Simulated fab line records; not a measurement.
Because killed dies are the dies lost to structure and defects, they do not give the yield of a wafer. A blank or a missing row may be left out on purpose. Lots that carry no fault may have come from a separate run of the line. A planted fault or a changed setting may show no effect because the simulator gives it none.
fab line records	flow sky130
record lots=12	wafers=36	lastDay=50
route steps=708 shown FIELD_ISO@1 SONOS_ONO@168 RES_XHIGH@341 SD_N@353
lots with no fault: from the same line, run without faults
startH: hours from the record's first day to the start of the lot's first wafer shown	waitH: hours elapsed since this lot's preceding step	" unchanged from the row above	L1.1+2: a single row standing in for several wafers	- no value, or no start was given	* or withheld: withheld	< > ~ a bound
route shown NAME@n: NAME is a module with steps in the file, n the number in the route of the first one	usual: mean/standard deviation taken from wafers without a fault	same: alike in all rows	chamber/n: place in a boat	sites: each site's reading	_std_site: the standard deviation of these	_edge_site: inner sites' mean taken away from outer sites' mean	radiusMm: how far each site lies from the wafer's centre	mask NAME#n: copy n	behind: the last tool/chamber to shape the wafer	hold: the reason the lot was held/the length of the hold in hours/how it ended	device: names the non-switching transistor (n, p or np)	end of line: the tests these same wafers got at the end of their route	a step with no rows: only its recipe	killed: the dies lost at the first sort to structure and to defects; this is not the yield of the wafer	map: per-die view of a wafer (x killed, . not killed, _ where there is no die)
set.NAME: the run value of the setting; set.NAME@STEP: its run value at that earlier step	model.NAME: the simulator's own value behind a step, which no gauge read
a sample of lots followed through the steps of the route, with each step as a table and each wafer as a row
services: from which hour (startH, from the record's first day; less than 0 if before it) a tool's chamber was out of use, for how many hours, and why
## steps
# step SKY_FIELD_ISO_BOW_MEAS_00
# recipe mode=bow
# usual INCOMING_BOW=1/6.6
lot.wafer	tool	chamber	startH	waitH	INCOMING_BOW[um]
L204.2	filmMetro-03	-	15.02	-	1
L204.3	"	-	"	"	5
L204.6	"	-	"	"	4
L208.2	filmMetro-02	-	35.02	-	-6
L208.3	"	-	"	"	-7
L208.4	"	-	"	"	4
L209.2	filmMetro-03	-	40.02	-	6
L209.3	"	-	"	"	11
L209.6	"	-	"	"	0
L210.3	filmMetro-02	-	45.04	-	-3
L210.4	"	-	"	"	2
L210.6	"	-	"	"	-6
L211.1	filmMetro-02	-	50.00	-	-2
L211.3	"	-	"	"	0
L211.6	"	-	"	"	-3
L219.1	filmMetro-02	-	90.00	-	6
L219.2	"	-	"	"	9
L219.3	"	-	"	"	12
L220.1	filmMetro-02	-	95.00	-	5
L220.2	"	-	"	"	-7
L220.5	"	-	"	"	14
L221.4	filmMetro-03	-	100.06	-	5
L221.5	"	-	"	"	15
L221.6	"	-	"	"	0
L222.2	filmMetro-04	-	105.02	-	3
L222.5	"	-	"	"	-2
L222.6	"	-	"	"	-11
L224.3	filmMetro-03	-	115.04	-	-6
L224.4	"	-	"	"	9
L224.6	"	-	"	"	3
L225.4	filmMetro-03	-	120.06	-	-3
L225.5	"	-	"	"	-7
L225.6	"	-	"	"	-8
L226.2	filmMetro-04	-	125.02	-	-6
L226.3	"	-	"	"	3
L226.4	"	-	"	"	11
# step SKY_SONOS_ONO_OXIDATION_00
# recipe tempC=800	ambient=O2	idleTempC=700	rampUpCPerMin=10	rampDownCPerMin=3	stabiliseS=600	purgeS=300	targetThkA=26	oxTimeS=1249
# usual oxTimeS=1249/0	spikeTcBottomC=816.8/2.1	spikeTcLowerC=800.7/1.2
lot.wafer	tool	chamber	startH	waitH	oxTimeS	spikeTcBottomC	spikeTcLowerC
L204.2	furnace-02	0	259.80	2.1	1249	814.6	801.6
L204.3	"	0	"	"	1249	814.9	800.6
L204.6	"	0	"	"	1249	814.5	802.4
L208.2	furnace-02	0	293.91	3.4	1249	815.6	801.0
L208.3	"	0	"	"	1249	815.7	800.8
L208.4	"	0	"	"	1249	816.0	800.8
L209.2	furnace-02	0	300.77	5.2	1498.8	814.9	803.3
L209.3	"	0	"	"	1498.8	816.0	801.6
L209.6	"	0	"	"	1498.8	816.4	800.7
L210.3	furnace-02	0	305.11	1.1	1498.8	814.0	801.2
L210.4	"	0	"	"	1498.8	816.2	801.8
L210.6	"	0	"	"	1498.8	815.5	801.7
L211.1	furnace-01	0	308.69	0.7	1249	819.7	800.4
L211.3	"	0	"	"	1249	818.8	797.7
L211.6	"	0	"	"	1249	820.7	799.0
L219.1	furnace-01	0	387.35	1.6	1249	818.3	799.3
L219.2	"	0	"	"	1249	818.2	800.8
L219.3	"	0	"	"	1249	819.3	800.5
L220.1	furnace-01	0	392.61	0.0	1249	818.6	799.8
L220.2	"	0	"	"	1249	818.7	797.8
L220.5	"	0	"	"	1249	820.5	801.1
L221.4	furnace-01	0	397.89	1.1	1249	819.7	799.9
L221.5	"	0	"	"	1249	817.4	800.2
L221.6	"	0	"	"	1249	819.6	800.2
L222.2	furnace-01	0	402.16	1.9	1249	819.2	801.3
L222.5	"	0	"	"	1249	819.8	800.3
L222.6	"	0	"	"	1249	816.9	801.6
L224.3	furnace-02	0	419.64	0.0	1249	814.9	802.6
L224.4	"	0	"	"	1249	815.0	800.4
L224.6	"	0	"	"	1249	816.4	799.6
L225.4	furnace-02	0	424.31	0.0	1249	816.7	801.1
L225.5	"	0	"	"	1249	815.7	802.8
L225.6	"	0	"	"	1249	814.4	801.3
L226.2	furnace-01	0	433.71	1.6	1249	819.6	799.3
L226.3	"	0	"	"	1249	818.8	800.2
L226.4	"	0	"	"	1249	818.2	799.8
# step SKY_SONOS_ONO_THK_MEAS_01
# recipe reads=SiO2_of_SONOS_ONO_OXIDATION_00
# usual SONOS_ONO_OXIDATION_THK=2.59/0.061
lot.wafer	tool	chamber	startH	waitH	SONOS_ONO_OXIDATION_THK[nm]
L204.2	filmMetro-04	-	261.16	0.0	2.56
L204.3	"	-	"	"	2.51
L204.6	"	-	"	"	2.49
L208.2	filmMetro-02	-	295.27	0.0	2.58
L208.3	"	-	"	"	2.61
L208.4	"	-	"	"	2.55
L209.2	filmMetro-04	-	302.12	0.0	2.92
L209.3	"	-	"	"	2.93
L209.6	"	-	"	"	2.89
L210.3	filmMetro-02	-	306.48	0.0	2.96
L210.4	"	-	"	"	2.98
L210.6	"	-	"	"	3.01
L211.1	filmMetro-03	-	310.04	0.0	2.66
L211.3	"	-	"	"	2.67
L211.6	"	-	"	"	2.66
L219.1	filmMetro-02	-	388.70	0.0	2.60
L219.2	"	-	"	"	2.62
L219.3	"	-	"	"	2.66
L220.1	filmMetro-02	-	393.95	0.0	2.65
L220.2	"	-	"	"	2.53
L220.5	"	-	"	"	2.68
L221.4	filmMetro-02	-	399.27	0.0	2.51
L221.5	"	-	"	"	2.58
L221.6	"	-	"	"	2.61
L222.2	filmMetro-02	-	403.52	0.0	2.68
L222.5	"	-	"	"	2.67
L222.6	"	-	"	"	2.68
L224.3	filmMetro-03	-	421.01	0.0	2.50
L224.4	"	-	"	"	2.55
L224.6	"	-	"	"	2.51
L225.4	filmMetro-04	-	425.69	0.0	2.68
L225.5	"	-	"	"	2.67
L225.6	"	-	"	"	2.65
L226.2	filmMetro-03	-	435.06	0.0	2.60
L226.3	"	-	"	"	2.56
L226.4	"	-	"	"	2.56
# step SKY_RES_XHIGH_TW_MEAS_09
# usual RES_XHIGH_TW=1647/24
lot.wafer	tool	chamber	startH	waitH	RES_XHIGH_TW
L204.2	filmMetro-02	-	621.13	0.1	1661
L204.3	"	-	"	"	1663
L204.6	"	-	"	"	1648
L208.2	filmMetro-01	-	667.36	0.1	1634
L208.3	"	-	"	"	1644
L208.4	"	-	"	"	1633
L209.2	filmMetro-02	-	681.13	0.1	1671
L209.3	"	-	"	"	1666
L209.6	"	-	"	"	1663
L210.3	filmMetro-01	-	682.46	0.1	1653
L210.4	"	-	"	"	1653
L210.6	"	-	"	"	1656
L211.1	filmMetro-01	-	685.60	0.1	1651
L211.3	"	-	"	"	1661
L211.6	"	-	"	"	1645
L219.1	filmMetro-04	-	772.92	0.1	1598
L219.2	"	-	"	"	1599
L219.3	"	-	"	"	1599
L221.4	filmMetro-04	-	774.08	0.1	1602
L221.5	"	-	"	"	1602
L221.6	"	-	"	"	1596
L220.1	filmMetro-02	-	774.50	0.1	1669
L220.2	"	-	"	"	1672
L220.5	"	-	"	"	1674
L222.2	filmMetro-02	-	776.31	0.1	1662
L222.5	"	-	"	"	1666
L222.6	"	-	"	"	1671
L224.3	filmMetro-02	-	783.09	0.1	1659
L224.4	"	-	"	"	1673
L224.6	"	-	"	"	1658
L225.4	filmMetro-01	-	787.35	0.1	1653
L225.5	"	-	"	"	1647
L225.6	"	-	"	"	1646
L226.2	filmMetro-04	-	795.16	0.1	1602
L226.3	"	-	"	"	1595
L226.4	"	-	"	"	1606
# step SKY_SD_N_STRIP_11
# recipe chemistry=O2/N2	powerW=1400	pressureMtorr=1500	platenTempC=withheld	o2FlowSccm=3000	n2FlowSccm=300	overashFraction=0.5
# usual drypumpMotorCurrentA=5.8/0.33	o2FlowSccm=2999/8.8	oesProductAu=0.527/0.0043	stripTimeToEndpointS=22.56/0.037
# same overashFraction=0.5
lot.wafer	tool	chamber	startH	waitH	drypumpMotorCurrentA	o2FlowSccm	oesProductAu	rfHoursCounterH	stripTimeToEndpointS
L204.2	plasmaAsher-03	0	650.41	0.1	6.2	3006	0.527	80	22.54
L204.3	"	0	"	"	6.2	3006	0.527	-	22.54
L204.6	"	1	"	"	6.2	2989	0.519	-	22.51
L208.2	plasmaAsher-01	0	695.71	0.1	5.3	2996	0.532	103	22.57
L208.3	"	1	"	"	5.5	2999	0.526	-	22.56
L208.4	"	0	"	"	5.3	2993	0.529	-	22.53
L209.2	plasmaAsher-01	0	708.22	0.1	5.3	2994	0.523	104	22.59
L209.3	"	1	"	"	5.5	2997	0.528	-	22.58
L209.6	"	1	"	"	5.5	3002	0.527	-	22.55
L210.3	plasmaAsher-03	0	710.15	0.1	6.2	2999	0.520	-	22.52
L210.4	"	1	"	"	6.2	3010	0.523	-	22.55
L210.6	"	0	"	"	6.2	3013	0.527	-	22.53
L211.1	plasmaAsher-01	0	713.82	0.1	5.3	2993	0.524	105	22.57
L211.3	"	0	"	"	5.3	3002	0.531	-	22.62
L211.6	"	0	"	"	5.3	2994	0.530	-	22.56
L219.1	plasmaAsher-04	1	798.91	0.1	6.0	2996	0.533	37	22.48
L219.2	"	0	"	"	5.7	2998	0.527	37	22.52
L219.3	"	0	"	"	5.7	3003	0.535	-	22.54
L221.4	plasmaAsher-04	1	800.60	0.1	6.0	3010	0.519	-	22.59
L221.5	"	0	"	"	5.8	2992	0.532	-	22.58
L221.6	"	1	"	"	6.0	3014	0.523	-	22.58
L220.1	plasmaAsher-03	0	800.91	0.1	6.2	3002	0.523	95	22.56
L220.2	"	1	"	"	6.2	2986	0.532	95	22.54
L220.5	"	1	"	"	6.2	2993	0.526	-	22.55
L222.2	plasmaAsher-01	1	802.16	0.1	5.5	2992	0.533	6	22.59
L222.5	"	0	"	"	5.3	3008	0.528	-	22.54
L222.6	"	1	"	"	5.5	2995	0.519	-	22.57
L224.3	plasmaAsher-03	0	809.39	0.1	6.2	2990	0.530	-	22.50
L224.4	"	1	"	"	6.2	2989	0.525	-	22.54
L224.6	"	1	"	"	6.2	3008	0.536	-	22.55
L225.4	plasmaAsher-04	0	814.33	0.1	5.7	3005	0.531	-	22.50
L225.5	"	0	"	"	5.7	2995	0.530	-	22.53
L225.6	"	1	"	"	6.0	2996	0.521	-	22.56
L226.2	plasmaAsher-04	0	821.52	0.1	5.7	2987	0.521	39	22.58
L226.3	"	1	"	"	6.0	3004	0.528	-	22.57
L226.4	"	0	"	"	5.8	2982	0.527	-	22.56
## services
tool	chamber	startH	hours	kind
furnace-01	-	270.05	8.4	pm
furnace-02	-	278.75	4.1	pm
furnace-01	-	289.75	4.9	pm
furnace-01	-	294.66	2.9	pm
furnace-01	-	321.66	5.4	repair
furnace-02	-	326.64	3.8	repair
plasmaAsher-01	-	380.61	15.6	pm
plasmaAsher-03	-	414.37	14.3	repair
plasmaAsher-04	-	421.25	9.0	pm
furnace-02	-	447.20	2.7	pm
furnace-01	-	457.41	3.8	pm
furnace-02	-	480.17	3.3	pm
plasmaAsher-04	-	513.86	2.8	repair
furnace-01	-	533.06	9.1	pm
plasmaAsher-03	-	565.38	2.8	pm
furnace-01	-	571.20	3.5	pm
plasmaAsher-03	-	582.89	2.7	repair
furnace-02	-	614.26	3.9	pm
furnace-01	-	626.14	2.9	pm
plasmaAsher-03	-	630.04	1.9	repair
furnace-02	-	642.38	22.4	repair
furnace-02	-	762.17	4.1	pm
furnace-02	-	782.26	3.7	pm
furnace-01	-	793.37	4.2	pm
## key
firstSign step=SKY_SONOS_ONO_OXIDATION_00	reading=oxTimeS	direction=up	sigmas=99+	usual=*	struck=*
effect step=SKY_SONOS_ONO_THK_MEAS_01	reading=SONOS_ONO_OXIDATION_THK	direction=up	sigmas=5.8	usual=2.59	struck=2.95
metAt SKY_SONOS_ONO_OXIDATION_00
struckLots L209,L210
testerLeftOut L209,L210
notActingAt SKY_FIELD_ISO_BOW_MEAS_00,SKY_RES_XHIGH_TW_MEAS_09,SKY_SD_N_STRIP_11
onsetBetween 293.91 300.77
fault kind=processParameterDrift	tool=furnace-02	chamber=-	onsetH=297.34	steps=SKY_SONOS_ONO_OXIDATION_00	channel=oxTimeS	offset=*	shape=step	endH=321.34	actsIn=*	stated=*
# testerLeftOut: of these lots the tester's yield and bins aren't shown, on N5 and GAA mostly nor the transistor test; their killed dies are dies lost to structure and defects alone, not to doping, threshold or leakage, so they don't give the yield
